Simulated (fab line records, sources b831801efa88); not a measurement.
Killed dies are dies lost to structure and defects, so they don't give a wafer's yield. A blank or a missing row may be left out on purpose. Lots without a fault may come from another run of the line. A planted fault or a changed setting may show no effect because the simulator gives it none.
Which tool did it? | flow sky130 | 11 lots, 33 wafers sampled, at 4 steps of a route of 708

WHAT THE GAUGES READ, wafer by wafer
SKY_FIELD_ISO_THK_MEAS_04.
lot  | measured    | on            | FIELD_ISO_CVD_03_THK (nm)
L396 | day 1 14:08 | film_metro-03 | 167.2 167.4 166.8
L397 | day 1 18:49 | film_metro-03 | 165.5 166.4 166.9
L398 | day 2 00:44 | film_metro-04 | 165.5 167.3 165.1
L399 | day 2 05:21 | film_metro-03 | 166.5 166.9 166.8
L400 | day 2 09:40 | film_metro-04 | 167.0 166.8 166.9
L402 | day 3 09:47 | film_metro-01 | 166.7 165.3 166.4
L403 | day 3 09:47 | film_metro-04 | 167.0 165.0 166.1
L401 | day 3 09:47 | film_metro-03 | 166.8 165.2 166.7
L405 | day 3 14:08 | film_metro-04 | 166.5 167.3 167.0
L412 | day 5 00:25 | film_metro-04 | 165.9 165.8 165.7
L413 | day 5 02:39 | film_metro-04 | 166.0 166.4 165.9

SKY_VT_ADJUST_HVTP_TW_MEAS_11.
lot  | measured     | on            | VT_ADJUST_HVTP_TW
L396 | day 6 03:08  | film_metro-04 | 1367 1365 1357
L397 | day 6 06:50  | film_metro-03 | 1340 1335 1345
L398 | day 6 13:34  | film_metro-04 | 1371 1366 1361
L399 | day 6 17:04  | film_metro-04 | 1371 1367 1366
L400 | day 6 22:01  | film_metro-04 | 1360 1368 1358
L402 | day 8 07:59  | film_metro-03 | 1363 1358 1357
L403 | day 8 07:41  | film_metro-04 | 1358 1365 1365
L401 | day 8 04:31  | film_metro-04 | 1368 1358 1357
L405 | day 8 15:49  | film_metro-02 | 1347 1353 1355
L412 | day 11 04:52 | film_metro-02 | 1352 1359 1364
L413 | day 11 05:10 | film_metro-02 | 1362 1357 1362

SKY_VT_ADJUST_LVTN_TW_MEAS_10.
lot  | measured     | on            | VT_ADJUST_LVTN_TW
L396 | day 6 21:25  | film_metro-04 | 244.3 244.3 245.0
L397 | day 7 00:04  | film_metro-01 | 241.8 243.8 243.6
L398 | day 7 07:57  | film_metro-01 | 241.7 242.0 241.4
L399 | day 7 10:51  | film_metro-02 | 242.5 240.2 241.2
L400 | day 7 16:54  | film_metro-04 | 241.5 243.2 243.0
L402 | day 9 05:12  | film_metro-01 | 241.6 240.6 240.6
L403 | day 9 04:51  | film_metro-02 | 242.8 240.6 243.3
L401 | day 9 01:31  | film_metro-02 | 240.8 241.5 240.1
L405 | day 9 14:04  | film_metro-04 | 243.2 243.3 242.9
L412 | day 12 04:38 | film_metro-04 | 248.7 247.7 248.4
L413 | day 12 04:47 | film_metro-01 | 245.9 245.1 245.0

WHICH TOOL RAN EACH LOT (tool, then ch and the chambers of the sampled wafers, then the start)
lot  | SKY_VT_ADJUST_LVTN_IMPLANT_08
L396 | implanter-03 ch 0, day 6 21:11
L397 | implanter-03 ch 0, day 6 23:51
L398 | implanter-01 ch 0, day 7 07:42
L399 | implanter-01 ch 0, day 7 10:36
L400 | implanter-03 ch 0, day 7 16:39
L402 | implanter-01 ch 0, day 9 04:57
L403 | implanter-03 ch 0, day 9 04:36
L401 | implanter-03 ch 0, day 9 01:16
L405 | implanter-01 ch 0, day 9 13:49
L412 | implanter-01 ch 0, day 12 04:23
L413 | implanter-01 ch 0, day 12 04:32
- SKY_VT_ADJUST_LVTN_IMPLANT_08

WHAT THE TOOLS THEMSELVES READ (means of the sampled wafers that have a number; where no wafer has one, the mark that the record gives instead)
SKY_VT_ADJUST_LVTN_IMPLANT_08.
lot  | tool         | dose_ions_cm2 | faraday_current_uA
L396 | implanter-03 | 1.5689e+12    | 8.68
L397 | implanter-03 | 1.5717e+12    | 8.80
L398 | implanter-01 | 1.5710e+12    | 9.08
L399 | implanter-01 | 1.5716e+12    | 8.86
L400 | implanter-03 | 1.5694e+12    | 8.73
L402 | implanter-01 | 1.5688e+12    | 9.00
L403 | implanter-03 | 1.5707e+12    | 8.92
L401 | implanter-03 | 1.5700e+12    | 8.93
L405 | implanter-01 | 1.5713e+12    | 8.72
L412 | implanter-01 | 1.7105e+12    | 9.80
L413 | implanter-01 | 1.7076e+12    | 9.56

THE ANSWER, worked out from the rows above alone
Rule: what is usual is taken from the lots themselves. Put in order of their means at a reading, lots are off if they are a third of the lots or fewer, leave a main group of 4 or more, and stand apart from it by a gap of 3 or more times the standard deviation of the main group's means; of several such gaps the widest counts. A main group whose means are all the same, to the digits that the tables above print for the reading, isn't used. A lot without any number at a reading at which 4 lots or more have one is off too. The other lots that the step has rows for count as sound. The gauges are gone through in route order, then the tools' own readings, and for those a lot's mean is taken as printed above. The first step at which some lot is off is used, and at that step the reading that is off furthest; a lot without a number counts as furthest.
Off: L412, L413, at SKY_VT_ADJUST_LVTN_IMPLANT_08 (dose_ions_cm2). The main group: mean 1.5704e+12, standard deviation 1.1e+09.
A tool fits if, at that step or a process step before it, it ran every lot that is off, and no sound lot after the first of them. One fits: implanter-01 at SKY_VT_ADJUST_LVTN_IMPLANT_08. Its last sound lot is L405 (day 9 13:49), its first lot that is off L412 (day 12 04:23): a fault that began between those two fits.
The tool's own readings at SKY_VT_ADJUST_LVTN_IMPLANT_08 bear it out: on the lots that are off they differ by more than 5 times the standard deviation of the sound lots' means. dose_ions_cm2 reads 1.7090e+12 there against 1.5704e+12 on the sound lots; faraday_current_uA reads 9.68 there against 8.86 on the sound lots.

WHAT THE SIMULATOR HAD PUT IN
Process parameter drift: implanter-01, from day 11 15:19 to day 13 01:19, at SKY_VT_ADJUST_LVTN_IMPLANT_08. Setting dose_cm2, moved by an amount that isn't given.
Lots struck among those shown: L412, L413. The rule above found the same.
